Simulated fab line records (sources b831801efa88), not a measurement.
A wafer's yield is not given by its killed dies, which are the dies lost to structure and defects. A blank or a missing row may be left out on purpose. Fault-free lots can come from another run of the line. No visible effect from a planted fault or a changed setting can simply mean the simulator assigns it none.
Split-lot trial | flow gf180mcu | 5 lots, 23 wafers read, on a route of 602 steps

== SPLIT DETAILS ==
At GF_V2_SPUTTER_21 (material Ti, target thk 15 nm, time 80.02 s), the setting power-w was moved away from the recipe's 2500 W on 8 of the 23 wafers read, by +3.1% to +12.0%. All remaining wafers had this setting at the recipe value.

The reading is taken at the split's own step.

== THE READING ==
Ti_of_V2_SPUTTER_21.thk-nm (the simulator's own value, which no gauge read), in nm, at GF_V2_SPUTTER_21 (material Ti, target thk 15 nm, time 80.02 s). There is no usual value for it anywhere in the file. Here, 15 wafers ran the recipe; their average is 15.08 nm with a standard deviation of 0.14 nm.

wafer  | tool, chamber at the split | power-w as run, W | against the recipe | Ti_of_V2_SPUTTER_21.thk-nm, nm | against lot-mates on the recipe
L074.1 | pvd-sputter-03, -          | 2799              | +12.0%             | 16.48                          | +1.63
L074.2 | pvd-sputter-03, -          | 2500              | recipe             | 14.77                          | -
L074.3 | pvd-sputter-03, -          | 2500              | recipe             | 14.9                           | -
L074.4 | pvd-sputter-03, -          | 2500              | recipe             | 14.88                          | -
L074.6 | pvd-sputter-03, -          | 2799              | +12.0%             | 16.57                          | +1.72
L076.1 | pvd-sputter-01, -          | 2578              | +3.1%              | 15.5                           | +0.48
L076.2 | pvd-sputter-01, -          | 2500              | recipe             | 15.14                          | -
L076.4 | pvd-sputter-01, -          | 2578              | +3.1%              | 15.42                          | +0.40
L076.5 | pvd-sputter-01, -          | 2500              | recipe             | 14.94                          | -
L076.6 | pvd-sputter-01, -          | 2500              | recipe             | 14.99                          | -
L077.1 | pvd-sputter-02, -          | 2500              | recipe             | 15.15                          | -
L077.5 | pvd-sputter-02, -          | 2500              | recipe             | 15.16                          | -
L077.6 | pvd-sputter-02, -          | 2500              | recipe             | 15.12                          | -
L078.1 | pvd-sputter-02, -          | 2500              | recipe             | 15.11                          | -
L078.4 | pvd-sputter-02, -          | 2500              | recipe             | 15.11                          | -
L078.2 | pvd-sputter-02, -          | 2500              | recipe             | 15.27                          | -
L078.5 | pvd-sputter-02, -          | 2673              | +6.9%              | 16.25                          | +1.09
L078.6 | pvd-sputter-02, -          | 2673              | +6.9%              | 16.32                          | +1.16
L080.2 | pvd-sputter-02, -          | 2500              | recipe             | 15.2                           | -
L080.3 | pvd-sputter-02, -          | 2664              | +6.6%              | 16.2                           | +0.99
L080.4 | pvd-sputter-02, -          | 2664              | +6.6%              | 16.15                          | +0.94
L080.5 | pvd-sputter-02, -          | 2500              | recipe             | 15.21                          | -
L080.6 | pvd-sputter-02, -          | 2500              | recipe             | 15.22                          | -

THE FIT
A straight line over all 23 wafers: Ti_of_V2_SPUTTER_21.thk-nm changes by +0.138 nm for each +1% of power-w; r = +0.96; the points scatter about the line by 0.17 nm.
The same after taking each lot's own level away (the mean of its wafers on the recipe; 23 wafers): +0.145 nm for each +1%; r = +0.99; scatter 0.068 nm.
Per that fit: largest power-w move, reading shift of 1.7 nm.
From 14.850 to 15.210 nm: that is the span of the lots' own levels, equal to 2.5 times the standard deviation above.
So the lot-to-lot level changes the slope little: the two slopes agree.
Check: with one of the wafers moved furthest among these (+12.0%) left out of the fit, the line predicts +1.79 nm for it against its lot-mates. It came out at +1.63 nm against them.

== THE OTHER SPLITS THESE WAFERS WENT THROUGH ==
Other splits were also applied to these wafers ahead of the reading. Each is held against what the fit with the lots' levels taken away leaves over:
other split on the same wafers | wafers away from the commonest value | r with Ti_of_V2_SPUTTER_21.thk-nm (lot level and that fit taken away)
GF_M2_SPUTTER_00 power-w       | 9                                    | +0.13
GF_M2_EXPOSE_11 dose-mj        | 7                                    | +0.00
GF_M2_METAL_ETCH_16 bias-w     | 5                                    | +0.46
GF_V2_COAT_09 resist-thk-nm    | 7                                    | -0.24
GF_V2_PEB_12 peb-time-s        | 5                                    | -0.52

== FILE'S OWN FIT ==
Ti_of_V2_SPUTTER_21.thk-nm changes by +0.146 nm for each +1% of power-w, r = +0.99.
